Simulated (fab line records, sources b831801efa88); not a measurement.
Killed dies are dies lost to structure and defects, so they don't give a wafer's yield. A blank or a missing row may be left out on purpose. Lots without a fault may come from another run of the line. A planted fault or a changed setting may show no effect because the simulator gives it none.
Which tool did it? | flow sky130 | 14 lots, 42 wafers sampled, at 4 steps of a route of 708

WHAT THE GAUGES READ, wafer by wafer
SKY_LI_CONTACT_BOW_MEAS_03.
lot  | measured     | on            | LI_CONTACT_BOW (um)
L823 | day 28 06:53 | film_metro-04 | 53 52 64
L824 | day 28 07:10 | film_metro-03 | 65 67 52
L825 | day 28 20:37 | film_metro-04 | 56 59 46
L826 | day 29 02:35 | film_metro-02 | 62 60 61
L836 | day 32 14:23 | film_metro-03 | 44 64 44
L837 | day 32 15:40 | film_metro-04 | 61 60 53
L839 | day 33 12:35 | film_metro-04 | 59 70 46
L840 | day 33 15:55 | film_metro-02 | 55 52 37
L841 | day 33 23:58 | film_metro-04 | 66 68 57
L842 | day 34 16:28 | film_metro-03 | 54 53 53
L843 | day 34 17:47 | film_metro-02 | 55 53 54
L844 | day 34 22:20 | film_metro-04 | 52 62 57
L845 | day 35 00:13 | film_metro-02 | 59 43 39
L846 | day 35 20:25 | film_metro-03 | 47 55 51

WHICH TOOL RAN EACH LOT (tool, then ch and the chambers of the sampled wafers, then the start)
lot  | SKY_RES_XHIGH_STRIP_08               | SKY_SD_N_STRIP_11                    | SKY_LI_CONTACT_CMP_02
L823 | plasma_asher-01 ch 0,1, day 27 00:32 | plasma_asher-01 ch 0,1, day 28 05:38 | cmp-01 ch 0,1,2, day 28 06:34
L824 | plasma_asher-03 ch 0,1, day 27 00:41 | plasma_asher-02 ch 0,1, day 28 05:44 | cmp-01 ch 0,1,2, day 28 06:58
L825 | plasma_asher-01 ch 0,1, day 27 14:29 | plasma_asher-02 ch 0,1, day 28 19:23 | cmp-01 ch 0,1,2, day 28 20:22
L826 | plasma_asher-03 ch 0,1, day 27 21:10 | plasma_asher-03 ch 0,1, day 29 01:20 | cmp-01 ch 1,3, day 29 02:19
L836 | plasma_asher-01 ch 0,1, day 31 09:28 | plasma_asher-03 ch 0,1, day 32 13:08 | cmp-01 ch 1,3, day 32 14:08
L837 | plasma_asher-01 ch 0,1, day 31 11:13 | plasma_asher-01 ch 0,1, day 32 14:26 | cmp-02 ch 0,1,3, day 32 15:26
L839 | plasma_asher-03 ch 0,1, day 32 08:17 | plasma_asher-02 ch 0,1, day 33 11:20 | cmp-01 ch 0,1,3, day 33 12:19
L840 | plasma_asher-04 ch 0, day 32 12:11   | plasma_asher-03 ch 0,1, day 33 14:41 | cmp-02 ch 0,1,3, day 33 15:37
L841 | plasma_asher-03 ch 0,1, day 32 19:55 | plasma_asher-02 ch 0,1, day 33 22:44 | cmp-01 ch 2,3, day 33 23:43
L842 | plasma_asher-01 ch 0,1, day 33 12:29 | plasma_asher-02 ch 0,1, day 34 15:14 | cmp-01 ch 1,2, day 34 16:13
L843 | plasma_asher-04 ch 0,1, day 33 13:59 | plasma_asher-02 ch 0,1, day 34 16:32 | cmp-02 ch 0,1, day 34 17:28
L844 | plasma_asher-01 ch 0,1, day 33 18:26 | plasma_asher-03 ch 0,1, day 34 21:05 | cmp-01 ch 0,2,3, day 34 22:01
L845 | plasma_asher-04 ch 0,1, day 33 20:37 | plasma_asher-02 ch 0,1, day 34 22:59 | cmp-01 ch 0,1,3, day 34 23:52
L846 | plasma_asher-01 ch 0,1, day 34 16:47 | plasma_asher-01 ch 0,1, day 35 19:11 | cmp-02 ch 0,1, day 35 20:07
- SKY_RES_XHIGH_STRIP_08: strips in O2/N2.
- SKY_SD_N_STRIP_11: strips in O2/N2.
- SKY_LI_CONTACT_CMP_02: polishes PSG.

WHAT THE TOOLS THEMSELVES READ (means of the sampled wafers that have a number; where no wafer has one, the mark that the record gives instead)
SKY_RES_XHIGH_STRIP_08.
lot  | tool            | drypump_motor_current_A (A) | oes_product_au (a.u.) | strip_time_to_endpoint_s (s)
L823 | plasma_asher-01 | 6.0                         | 0.714                 | 14.26
L824 | plasma_asher-03 | 5.4                         | 0.709                 | 14.32
L825 | plasma_asher-01 | 6.0                         | 0.708                 | 14.30
L826 | plasma_asher-03 | 5.4                         | 0.709                 | 14.22
L836 | plasma_asher-01 | 6.0                         | 0.709                 | 14.31
L837 | plasma_asher-01 | 5.9                         | 0.710                 | 14.25
L839 | plasma_asher-03 | 5.5                         | 0.714                 | 14.27
L840 | plasma_asher-04 | 5.2                         | 0.710                 | 14.31
L841 | plasma_asher-03 | 5.4                         | 0.712                 | 14.36
L842 | plasma_asher-01 | 5.8                         | 0.709                 | 14.26
L843 | plasma_asher-04 | 5.4                         | 0.706                 | 14.30
L844 | plasma_asher-01 | 5.8                         | 0.708                 | 14.30
L845 | plasma_asher-04 | 5.5                         | 0.711                 | 14.30
L846 | plasma_asher-01 | 5.9                         | 0.714                 | 14.30

SKY_SD_N_STRIP_11.
lot  | tool            | drypump_motor_current_A (A) | oes_product_au (a.u.) | strip_time_to_endpoint_s (s)
L823 | plasma_asher-01 | 5.9                         | 0.526                 | 22.53
L824 | plasma_asher-02 | 6.4                         | 0.529                 | 22.49
L825 | plasma_asher-02 | 6.4                         | 0.528                 | 22.54
L826 | plasma_asher-03 | 5.4                         | 0.524                 | 22.51
L836 | plasma_asher-03 | 5.4                         | 0.523                 | 22.51
L837 | plasma_asher-01 | 6.0                         | 0.529                 | 22.59
L839 | plasma_asher-02 | 6.4                         | 0.528                 | 22.50
L840 | plasma_asher-03 | 5.4                         | 0.531                 | 22.50
L841 | plasma_asher-02 | 6.4                         | 0.532                 | 22.61
L842 | plasma_asher-02 | 6.4                         | 0.524                 | 22.51
L843 | plasma_asher-02 | 6.4                         | 0.528                 | 22.53
L844 | plasma_asher-03 | 5.5                         | 0.527                 | 22.57
L845 | plasma_asher-02 | 6.4                         | 0.526                 | 22.51
L846 | plasma_asher-01 | 6.0                         | 0.528                 | 22.53

SKY_LI_CONTACT_CMP_02.
lot  | tool   | motor_current_A (A) | slurry_filter_dp_kPa (kPa) | time_to_endpoint_s (s)
L823 | cmp-01 | 13.3                | 13.54                      | 29.8
L824 | cmp-01 | 13.1                | 13.52                      | 32.2
L825 | cmp-01 | 13.1                | 13.47                      | 17.0
L826 | cmp-01 | 12.0                | 13.41                      | 17.3
L836 | cmp-01 | 12.0                | 13.50                      | 29.2
L837 | cmp-02 | 12.6                | 13.43                      | 31.3
L839 | cmp-01 | 12.9                | 13.38                      | 35.2
L840 | cmp-02 | 12.4                | 13.47                      | 32.9
L841 | cmp-01 | 12.1                | 13.60                      | 29.1
L842 | cmp-01 | 12.7                | 13.66                      | 30.0
L843 | cmp-02 | 12.8                | 13.58                      | 30.5
L844 | cmp-01 | 13.0                | 13.54                      | 32.0
L845 | cmp-01 | 13.0                | 13.52                      | 30.5
L846 | cmp-02 | 12.9                | 13.62                      | 31.6

THE ANSWER, worked out from the rows above alone
Rule: what is usual is taken from the lots themselves. Put in order of their means at a reading, lots are off if they are a third of the lots or fewer, leave a main group of 4 or more, and stand apart from it by a gap of 3 or more times the standard deviation of the main group's means; of several such gaps the widest counts. A main group whose means are all the same, to the digits that the tables above print for the reading, isn't used. A lot without any number at a reading at which 4 lots or more have one is off too. The other lots that the step has rows for count as sound. The gauges are gone through in route order, then the tools' own readings, and for those a lot's mean is taken as printed above. The first step at which some lot is off is used, and at that step the reading that is off furthest; a lot without a number counts as furthest.
Off: L825, L826, at SKY_LI_CONTACT_CMP_02 (time_to_endpoint_s). The main group: mean 31.2 s, standard deviation 1.7.
A tool fits if, at that step or a process step before it, it ran every lot that is off, and no sound lot after the first of them. None of those tried fits.

WHAT THE SIMULATOR HAD PUT IN
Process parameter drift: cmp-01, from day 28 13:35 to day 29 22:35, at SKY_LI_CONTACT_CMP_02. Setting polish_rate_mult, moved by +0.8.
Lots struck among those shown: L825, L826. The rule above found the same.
